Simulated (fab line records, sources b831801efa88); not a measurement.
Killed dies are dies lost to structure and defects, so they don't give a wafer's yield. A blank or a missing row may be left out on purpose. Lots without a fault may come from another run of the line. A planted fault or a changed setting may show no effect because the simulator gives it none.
A struck lot beside a sound one | flow sfq_line | 14 steps out of a route of 325
Sound: wafers L850.2, L850.4, L850.6. Struck: wafers L843.2, L843.3, L843.6. The cause comes at the end.
At each step with rows: each side's tool, then ch and its chambers, then its first start. Under that, the readings that differ: sound wafers | struck wafers | difference of the means | sigmas: that difference in standard deviations of wafers without a fault.
alike: readings whose means differ by less than 2 such deviations, and words and numbers that are the same on both sides. not compared: withheld readings, readings that some wafer has no value for, bounds like >300 that may hide the same value, and numbers for which the record gives no deviation and whose values overlap.
The two part at a step that has a row with sigmas, a row that says differs or no value, or rows on one side only. Numbers that don't overlap but have no deviation are shown without sigmas and don't part them. A reading that every wafer of one side lacks parts them only if that side has two wafers or more.

first, 7 steps without rows for these wafers: SFQ_TRILAYER_JJ_CE_STRIP_SOLV_CLEAN_121 (cleans in NMP, time 600 s); SFQ_TRILAYER_M5_LITHO_COAT_128 (resist thk 62 nm); SFQ_TRILAYER_M5_LITHO_COAT_123 (resist thk 600 nm); SFQ_TRILAYER_M5_LITHO_SOFTBAKE_127; SFQ_TRILAYER_M5_LITHO_EXPOSE_124 (exposes mask M5, target cd 700 nm); SFQ_TRILAYER_M5_LITHO_PEB_126 (peb time 60 s); SFQ_TRILAYER_M5_LITHO_DEVELOP_125 (time 60 s).
SFQ_M5_OVL_MEAS_932:
  sound on overlay-02, day 60 11:54; struck on overlay-01, day 48 22:08
  alike: M5_OVL
SFQ_TRILAYER_M5_BARC_OPEN_METAL_ETCH_161: etches BARC in O2, target depth 125 nm, time 41.7 s.
  sound on rie_metal-04 ch 0,1, day 60 11:56; struck on rie_metal-04 ch 0, day 48 22:10
  alike: drypump_motor_current_A, he_backside_leak_sccm, oes_product_au
  not compared: rf_hours_counter_h
SFQ_TRILAYER_M5_ETCH_METAL_ETCH_126: etches Nb in Cl2/BCl3, stops on SiO2, time 203.2 s, target depth 265 nm.
  sound on rie_metal-04 ch 0,1, day 60 11:59; struck on rie_metal-04 ch 0, day 48 22:13
  alike: drypump_motor_current_A, he_backside_leak_sccm, oes_product_au
  not compared: rf_hours_counter_h
SFQ_TRILAYER_M5_STRIP_STRIP_127: strips in O2.
  sound on rie_metal-04 ch 0,1, day 60 12:11; struck on rie_metal-04 ch 0, day 48 22:25
  reading                      | sound          | struck         | difference | sigmas
  he_backside_leak_sccm (sccm) | 3.44 3.62 3.35 | 3.06 3.21 3.06 | -0.36      | -2
  alike: drypump_motor_current_A, oes_product_au, platen_temp_c
  not compared: rf_hours_counter_h
then, 1 step without rows for these wafers: SFQ_TRILAYER_M5_STRIP_SOLV_CLEAN_128 (cleans in NMP, time 600 s).
SFQ_TRILAYER_A5B_DEP_PECVD_129: deposits SiO2 from SiH4/N2O, time 133.33 s, target thk 600 nm.
  sound on pecvd-02 ch 0,1,2, day 60 12:59; struck on pecvd-02 ch 0,1, day 48 23:13
  reading                                              | sound             | struck            | difference | sigmas
  rf_fwd_power_W (W)                                   | 182.3 181.9 182.3 | 153.8 152.8 153.5 | -28.8      | -46
  model.SiO2_of_TRILAYER_A5B_DEP_PECVD_129.thk_nm (nm) | 598.4 604.4 612.1 | 565.6 562.3 571.1 | -38.6      |
  alike: heater_power_w, throttle_valve_pct
SFQ_TRILAYER_A5B_CMP_CMP_130: polishes, stops on Nb, target thk 340.7 nm.
  sound on cmp-02 ch 0,1, day 61 10:53; struck on cmp-01 ch 1,2,3, day 49 00:18
  alike: motor_current_A, platen_rpm

WHERE THEY PART
First at SFQ_TRILAYER_M5_STRIP_STRIP_127; last, within this record, at SFQ_TRILAYER_A5B_DEP_PECVD_129. Later steps at which nothing parts them and some readings are alike: SFQ_TRILAYER_A5B_CMP_CMP_130.

WHY: what the simulator had put in
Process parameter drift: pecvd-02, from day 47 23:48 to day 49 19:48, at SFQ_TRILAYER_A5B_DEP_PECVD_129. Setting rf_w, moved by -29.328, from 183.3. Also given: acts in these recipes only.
